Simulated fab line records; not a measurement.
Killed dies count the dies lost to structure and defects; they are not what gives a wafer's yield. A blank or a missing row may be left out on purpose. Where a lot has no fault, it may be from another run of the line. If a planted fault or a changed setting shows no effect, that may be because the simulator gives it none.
A struck lot beside a sound one -- flow sky130 -- 21 steps out of a route of 708
Sound: these wafers, L317.2, L317.5, L317.6. Struck: wafers L326.1, L326.4, L326.5. At the end, the cause is stated.
At each step with rows: each side's tool, then ch and its chambers, then its first start. Under that, the readings that differ: sound wafers -- struck wafers -- difference of the means -- sigmas: that difference in standard deviations of wafers without a fault.
alike: readings with means less than 2 such deviations apart, plus words and numbers identical on both sides. not compared: withheld readings, readings lacking a value on some wafer, bounds such as >300 that could conceal the same value, and numbers that have no deviation in the record and whose values overlap.
A row with sigmas, a row that says differs or no value, or rows on one side alone: a step with any of these is where the two part. Numbers that don't overlap but have no deviation are shown without sigmas and don't part them. A reading that every wafer of one side lacks parts them only if that side has two wafers or more.

first, 1 step without rows for these wafers: SKY_FIELD_ISO_CVD_24 (deposits SiO2, target thk 595 nm, time 99.2 s).
SKY_FIELD_ISO_THK_MEAS_25:
  sound: film metro-04 at day 4 01:47; struck: film metro-01 at day 5 22:38
  alike: FIELD_ISO_CVD_24_THK
then, 1 step without rows for these wafers: SKY_FIELD_ISO_ANNEAL_26 (time 1800 s).
SKY_FIELD_ISO_CMP_27: polishes, stops on Si3N4, t overpolish 16 s, target thk 457.8 nm.
  sound on cmp-01 ch 0,1,2, day 4 03:26; struck on cmp-02 ch 0,2, day 6 01:22
  alike: motor current A, overpolish run s, time to endpoint s
then, 5 steps without rows for these wafers: SKY_FIELD_ISO_WET_ETCH_28 (etches SiO2 in dHF, target depth 23.7 nm, time 47 s); SKY_FIELD_ISO_WET_ETCH_29 (etches Si3N4 in H3PO4, target depth 160 nm, time 1825 s); SKY_FIELD_ISO_WET_ETCH_30 (etches SiO2 in dHF, target depth 25 nm, time 50 s); SKY_NWELL_CLEAN_00 (cleans in SC1/SC2, time 150 s); SKY_NWELL_OXIDATION_01 (stabilise 600 s, purge 300 s, target thk 10 nm).
SKY_NWELL_THK_MEAS_02:
  sound: film metro-04 at day 4 07:38; struck: film metro-03 at day 6 04:01
reading,sound,struck,difference,sigmas
NWELL_OXIDATION_THK (nm),10.21 10.12 10.22,9.59 9.62 9.67,-0.56,-3
then, 2 steps without rows for these wafers: SKY_DNWELL_DEHYDRATE_00 (time 60 s); SKY_DNWELL_HMDS_01 (prime time 60 s).
SKY_DNWELL_COAT_02: resist thk 3000 nm.
  sound on litho track-02 ch 0, day 4 15:53; struck on litho track-03 ch 0, day 6 12:47
reading,sound,struck,difference,sigmas
spin speed rpm (rpm),2002.3 2000.5 1999.4,2598.4 2600.3 2599.5,+598.7,+99 or more
model.coat_of_DNWELL_COAT_02.thk nm (nm),2983 2981 2991,2645 2638 2640,-344,
  alike: exhaust pa
then, 3 steps without rows for these wafers: SKY_DNWELL_SOFTBAKE_03; SKY_DNWELL_EXPOSE_04 (exposes mask DNM, target cd 3000 nm); SKY_DNWELL_PEB_05.
SKY_DNWELL_DEVELOP_06: develop time 60 s.
  sound on litho track-02 ch 0; struck on litho track-02 ch 0
reading,sound,struck,difference,sigmas
model.coat_of_DNWELL_COAT_02.thk nm (nm),2978 2977 2986,2641 2634 2636,-343,
  alike: exhaust pa
following that, these wafers have no rows for 1 step: SKY_DNWELL_IMPLANT_07.
SKY_DNWELL_STRIP_08: strips in O2/N2.
  sound on plasma asher-03 ch 0,1, day 5 00:07; struck on plasma asher-03 ch 0,1, day 6 23:28
reading,sound,struck,difference,sigmas
strip time to endpoint s (s),36.71 36.70 36.78,32.86 32.78 32.80,-3.92,-30
  alike: chamber pressure mTorr, drypump motor current A, oes product au
  not compared: rf hours counter h
SKY_DNWELL_TW_MEAS_09:
  sound: film metro-03 at day 5 00:14; struck: film metro-04 at day 6 23:34
  alike: DNWELL_TW
-- the record jumps here: 43 days lie between the struck wafers' starts before and after (it left off in module DNWELL and takes up again in module PAD_OPEN, whose first step shown is number 708 of the route) --
SKY_PAD_OPEN_PROBE_99:
  sound: prober-02 at day 48 05:18; struck: prober-02 at day 50 00:56
reading,sound,struck,difference,sigmas
model.etest.res deep nwell.width nm (nm),2995 3000 2982,3030 3032 3025,+37,
  alike: killed_at_M0_to_M3, killed_at_M4_up, killed at contacts, killed at front end, killed at other, killed dies, killed open, killed short

WHERE THEY PART
Last at SKY_DNWELL_STRIP_08 as far as this record goes, first at SKY_NWELL_THK_MEAS_02. Later steps at which nothing parts them and some readings are alike: SKY_DNWELL_TW_MEAS_09, SKY_PAD_OPEN_PROBE_99.

WHY: whatever the simulator had introduced
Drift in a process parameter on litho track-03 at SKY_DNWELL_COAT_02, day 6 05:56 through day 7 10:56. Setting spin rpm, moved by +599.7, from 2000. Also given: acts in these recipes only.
